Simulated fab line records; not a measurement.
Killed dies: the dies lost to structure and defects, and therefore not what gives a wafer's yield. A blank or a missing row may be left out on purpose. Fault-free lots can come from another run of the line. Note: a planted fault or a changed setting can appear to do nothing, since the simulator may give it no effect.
Matching of chambers ; flow sky130 ; SKY_VIA4_CMP_02 on cmp-02 has 4 sister chambers
The step polishes SiO2. 8 wafers are shown with their chamber, then 7 later ones without.

== EACH WAFER AND ITS CHAMBER ==
wafer;chamber;motor_current_A (A);platen_rpm (rpm)
L929.2;0;12.5;60.04
L929.3;2;10.6;59.97
L931.1;0;12.7;60.00
L938.3;1;12.3;59.94
L938.4;3;12.2;60.00
L938.6;3;12.2;60.00
L943.2;1;12.7;60.03
L943.4;2;10.5;60.05

== WAFERS MISSING THEIR CHAMBER ==
wafer;motor_current_A (A);platen_rpm (rpm)
L943.6;13.5;60.11
L944.3;12.7;59.95
L944.5;11.7;60.04
L944.6;10.4;60.03
L947.1;13.1;60.04
L947.3;11.9;60.07
L947.6;10.8;60.01

== EACH ONE'S CHAMBER ==
wafer;from the rows above;in truth
L943.6;can't be placed: 0 or 1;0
L944.3;can't be placed: 1 or 0 or 3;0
L944.5;can't be placed: 3 or 1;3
L944.6;2;2
L947.1;can't be placed: 0 or 1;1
L947.3;can't be placed: 3 or 1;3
L947.6;2;2
Correctly placed: 2 of 7. From these rows, 5 cannot be placed; in 5 the true chamber is one of the candidates. Number placed wrongly: 0.
How it was worked out, from the rows above alone: a wafer's distance from a chamber is the root of the sum, over the readings, of the square of ((its reading less the chamber's mean) divided by the reading's scatter). If the next closest chamber is less than 2 further off than the closest, the wafer can't be placed; otherwise it belongs to the closest. The mean given for a chamber averages the wafers shown for that chamber. How the scatter is found: for the shown wafers, subtract from each reading the mean of its chamber, square and add these, divide the total by (wafers less chambers), then take the root.
